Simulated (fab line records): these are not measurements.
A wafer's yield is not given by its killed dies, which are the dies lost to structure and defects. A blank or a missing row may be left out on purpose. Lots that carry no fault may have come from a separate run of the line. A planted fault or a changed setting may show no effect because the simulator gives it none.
Which tool did it? -- flow gf180mcu -- 14 lots, 41 wafers sampled, at 3 steps of a route of 602

== WHAT THE GAUGES READ, wafer by wafer ==
GF_HV_LDD_CD_MEAS_07 targets a cd of 400 nm. Usual: cdNm reads 400.8 nm (standard deviation 2.9).
lot,measured,on,cdNm (nm),flag
L684,day 9 20:50,cdSem-02,397.9 399.5 399.3,
L685,day 10 11:30,cdSem-02,398.2 396.8 398.7,
L686,day 10 17:04,cdSem-02,396.8 395.5 395.6,
L689,day 11 12:34,cdSem-01,402.1 403.0 400.1,
L690,day 11 18:23,cdSem-01,403.5 405.4 405.0,
L691,day 12 04:50,cdSem-02,400.0 401.4 401.7,
L692,day 12 10:47,cdSem-02,401.2 403.6 404.1,
L694,day 13 01:35,cdSem-02,403.2 402.0 402.2,
L695,day 13 08:39,cdSem-01,395.2 397.3 398.2,
L696,day 13 16:18,cdSem-01,398.4 400.6,
L697,day 13 23:21,cdSem-01,403.3 401.7 402.8,
L702,day 15 17:43,cdSem-02,398.3 398.7 401.1,
L703,day 16 01:04,cdSem-02,404.7 404.1 405.3,
L705,day 16 11:32,cdSem-01,401.1 398.5 399.9,

GF_NSD_CD_MEAS_07 targets a cd of 400 nm. Usual: cdNm reads 400.1 nm (standard deviation 2.1).
lot,measured,on,cdNm (nm),flag
L684,day 13 04:16,cdSem-01,398.8 394.5 396.9,
L685,day 13 20:42,cdSem-01,398.2 399.6 400.1,
L686,day 14 02:04,cdSem-01,397.6 400.2 400.4,
L689,day 15 00:41,cdSem-02,401.2 398.5 399.4,
L690,day 15 06:47,cdSem-02,401.6 399.2 400.5,
L691,day 15 19:53,cdSem-01,400.8 400.4 399.3,
L692,day 16 01:43,cdSem-02,399.6 398.5 401.1,
L694,day 16 17:08,cdSem-02,400.3 401.3 402.0,
L695,day 17 02:08,cdSem-02,402.8 402.8 405.3,
L696,day 17 11:38,cdSem-02,402.2 399.6,
L697,day 17 18:20,cdSem-02,397.7 399.2 397.0,
L702,day 19 18:18,cdSem-01,395.5 399.1 398.2,
L703,day 20 04:49,cdSem-01,396.8 399.6 400.3,
L705,day 20 13:26,cdSem-02,401.6 398.6 402.0,

== WHICH TOOL RAN EACH LOT (tool, then ch and the chambers of the sampled wafers, then the start) ==
lot,GF_STI_ETCH_14
L684,"rieSi-01 ch 1,2,3, day 2 00:52"
L685,"rieSi-02 ch 1,3, day 2 07:55"
L686,"rieSi-02 ch 0,3, day 2 12:31"
L689,"rieSi-01 ch 0,2,3, day 3 02:35"
L690,"rieSi-01 ch 1,2,3, day 3 08:37"
L691,"rieSi-01 ch 0,1,2, day 3 14:25"
L692,"rieSi-02 ch 1,2, day 3 17:40"
L694,"rieSi-02 ch 0,2,3, day 4 05:23"
L695,"rieSi-02 ch 1,2,3, day 4 09:47"
L696,"rieSi-02 ch 1,3, day 4 15:20"
L697,"rieSi-01 ch 0,1, day 4 20:52"
L702,"rieSi-01 ch 0,1,3, day 5 23:52"
L703,"rieSi-01 ch 0,2,3, day 6 03:14"
L705,"rieSi-01 ch 0,1,2, day 6 13:49"
- GF_STI_ETCH_14: etches Si in HBr/Cl2/O2, target depth 360 nm, time 102.9 s.

== AS READ BY THE TOOLS THEMSELVES (means over the sampled wafers that have a number; for cases with no such wafer, the mark the record gives instead) ==
GF_STI_ETCH_14. Usual: drypumpMotorCurrentA 5.5 A, standard deviation 0.54; oesProductAu 0.999 a.u., standard deviation 0.0068; runLengthS 131.3 s, standard deviation 0.48; throttleValvePct 25.657 %, standard deviation 0.0087.
lot,tool,drypumpMotorCurrentA (A),oesProductAu (a.u.),runLengthS (s),throttleValvePct (%),flag
L684,rieSi-01,5.3,1.002,131.2,25.655,
L685,rieSi-02,6.0,1.001,131.6,25.660,
L686,rieSi-02,6.0,1.002,131.1,25.653,
L689,rieSi-01,5.3,0.999,131.3,25.659,
L690,rieSi-01,5.3,0.996,131.1,25.665,
L691,rieSi-01,5.0,0.997,131.2,25.657,
L692,rieSi-02,5.9,1.008,131.8,25.652,
L694,rieSi-02,6.0,1.003,133.0,25.657,OFF
L695,rieSi-02,6.0,0.997,133.2,25.660,OFF
L696,rieSi-02,5.9,1.004,134.7,25.657,OFF
L697,rieSi-01,4.7,0.993,130.8,25.661,
L702,rieSi-01,5.0,0.999,130.8,25.663,
L703,rieSi-01,5.3,0.996,131.4,25.654,
L705,rieSi-01,5.0,0.996,131.3,25.656,

== THE ANSWER, worked out from the rows above alone ==
Rule: a lot counts as off when the mean over its wafers that have a number is more than 3 standard deviations away from the usual mean. A lot without any number at a reading at which 4 lots or more have one is off too. The other lots that the step has rows for count as sound. After the gauges, taken in route order, come the tools' own readings; for these a lot's mean is taken, as printed above. At the first step where some lot is off, the reading lying furthest off is the one used; lots without a number count as furthest.
Off: L694, L695, L696 (GF_STI_ETCH_14, runLengthS).
A tool fits if, at that step or a process step before it, it ran every lot that is off, and no sound lot after the first of them. One fits: GF_STI_ETCH_14 on rieSi-02. A fault onset in the window from L692 (day 3 17:40, its last sound lot) to L694 (day 4 05:23, its first lot off) fits.
The tool's own readings at GF_STI_ETCH_14 bear it out: on the lots that are off they differ by more than 5 times the standard deviation of the sound lots' means. runLengthS reads 133.6 s there against 131.2 s on the sound lots.

== WHAT WAS PUT IN BY THE SIMULATOR ==
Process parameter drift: rieSi-02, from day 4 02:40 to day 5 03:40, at GF_STI_ETCH_14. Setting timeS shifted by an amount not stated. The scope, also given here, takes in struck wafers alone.
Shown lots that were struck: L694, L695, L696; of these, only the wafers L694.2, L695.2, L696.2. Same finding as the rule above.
